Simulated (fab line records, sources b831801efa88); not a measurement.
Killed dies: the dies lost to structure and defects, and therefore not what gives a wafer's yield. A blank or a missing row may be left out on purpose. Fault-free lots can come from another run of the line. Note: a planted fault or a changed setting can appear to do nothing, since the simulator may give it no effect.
Matching of chambers ; flow gf180mcu ; 4 sister chambers for GF_V2_CMP_04 on cmp-02
The step polishes SiO2. 8 wafers are shown with their chamber, then 10 later ones without.

## WAFERS WITH THEIR CHAMBER
wafer;chamber;motor current A (A);time to endpoint s (s)
L683.1;0;11.8;86
L684.4;1;11.4;85
L684.5;3;12.6;85
L685.3;3;12.3;83
L685.4;0;12.0;88
L685.5;2;10.0;82
L686.3;2;10.0;79
L686.4;1;12.4;84

## WAFERS WHOSE CHAMBER IS MISSING
wafer;motor current A (A);time to endpoint s (s)
L686.5;10.4;87
L687.1;11.4;76
L687.5;12.3;80
L687.6;9.9;83
L690.1;12.2;82
L690.3;12.6;85
L690.4;11.8;88
L691.1;13.0;77
L691.2;12.5;80
L691.6;12.7;79

## WHICH CHAMBER EACH ONE RAN IN
wafer;from the rows above;in truth
L686.5;can't be placed: 0 or 1 or 2 or 3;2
L687.1;can't be placed: 2 or 1 or 3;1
L687.5;can't be placed: 3 or 1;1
L687.6;2;2
L690.1;can't be placed: 3 or 1 or 0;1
L690.3;can't be placed: 3 or 1 or 0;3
L690.4;can't be placed: 0 or 1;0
L691.1;can't be placed: 3 or 1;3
L691.2;can't be placed: 3 or 1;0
L691.6;can't be placed: 3 or 1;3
Correct placement for 1 of the 10. Can't be placed from these rows: 9 (the true chamber is among the candidates in 8). Number placed wrongly: 0.
How it was worked out, from the rows above alone: a wafer's distance from a chamber is the root of the sum, over the readings, of the square of ((its reading less the chamber's mean) divided by the reading's scatter). The wafer belongs to the nearest chamber; if the next one is less than 2 further off, it can't be placed. A chamber's mean is the mean of its shown wafers. How the scatter is found: for the shown wafers, subtract from each reading the mean of its chamber, square and add these, divide the total by (wafers less chambers), then take the root.
